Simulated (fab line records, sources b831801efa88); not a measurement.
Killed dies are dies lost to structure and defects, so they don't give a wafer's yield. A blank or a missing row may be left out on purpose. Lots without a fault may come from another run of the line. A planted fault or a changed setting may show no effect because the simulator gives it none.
One fault seen from 2 desks | flow sky130 | each desk has only its own numbers; what lay behind them comes last

THE METROLOGY DESK
What the gauges read, lot by lot, whatever tool the lot ran on: means of the sampled wafers that have a number. A lot is out of limits, marked OUT, if its mean lies more than 4 standard deviations from the usual mean; the brackets give that distance.
Columns: A = SONOS_ONO_OXIDATION_THK at SKY_SONOS_ONO_THK_MEAS_01, usual 2.60 nm; B = METAL2_ALCU_THK at SKY_METAL2_THK_MEAS_06, usual 247 nm
lot  | first seen here | A    | B
L242 | day 12 01:43    | 2.59 | 244
L243 | day 12 01:44    | 2.62 | 248
L245 | day 12 15:16    | 2.62 | 263 (+5.0) OUT
L246 | day 13 07:15    | 2.73 | 255
L249 | day 13 22:04    | 2.60 | 256
L257 | day 17 03:05    | 2.62 | 249
L258 | day 17 03:05    | 2.59 | 246
L259 | day 17 15:11    | 2.65 | 248
L260 | day 17 21:29    | 2.58 | 251
L261 | day 17 22:49    | 2.57 | 248
L263 | day 18 16:10    | 2.54 | 246
L264 | day 19 01:58    | 2.56 | 242
This desk's finding: out of limits on L245; first on L245, day 35 01:39 (METAL2_ALCU_THK at SKY_METAL2_THK_MEAS_06). In limits: L242, L243, L246, L249, L257, L258, L259, L260, L261, L263, L264.

THE TOOL OWNER'S DESK: pvd_sputter-03
The tool's own readings at SKY_METAL2_SPUTTER_04 (material TiN, target thk 70 nm, time 58.3 s): means of the sampled wafers that have a number, for each lot that ran on this tool. A lot is out of limits, marked OUT, if its mean lies more than 4 standard deviations from the usual mean; the brackets give that distance.
Columns: A = cathode_dc_power_W at SKY_METAL2_SPUTTER_04, usual 6499.9 W; B = throttle_valve_pct at SKY_METAL2_SPUTTER_04, usual 29.8 %
lot  | first seen here | A      | B
L242 | day 34 11:56    | 6500.0 | 29.8
L245 | day 35 01:28    | 6498.9 | 30.6
L246 | day 35 18:42    | 6499.4 | 28.9
L249 | day 36 10:58    | 6501.0 | 30.2
L257 | day 39 06:34    | 6499.3 | 29.3
L259 | day 39 17:42    | 6501.5 | 29.7
L260 | day 39 22:52    | 6498.6 | 29.2
L263 | day 40 17:08    | 6500.0 | 29.8
L264 | day 41 00:47    | 6500.0 | 29.9
This desk's finding: nothing out of limits on any of the 9 lots.

PUT TOGETHER
The metrology desk could have raised an alarm at day 35 01:39, on L245.
The tool owner's desk saw nothing out of limits.
The tool owner's desk has L245 on record, within its limits.
Of the lots named, all ran SKY_METAL2_SPUTTER_04 on pvd_sputter-03.

WHAT THE SIMULATOR HAD PUT IN
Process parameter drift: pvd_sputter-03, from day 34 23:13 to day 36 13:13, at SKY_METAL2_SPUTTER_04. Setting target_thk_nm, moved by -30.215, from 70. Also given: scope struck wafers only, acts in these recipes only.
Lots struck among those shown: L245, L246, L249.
Hours from the fault's start to each desk's first reading out of limits: the metrology desk, 2.
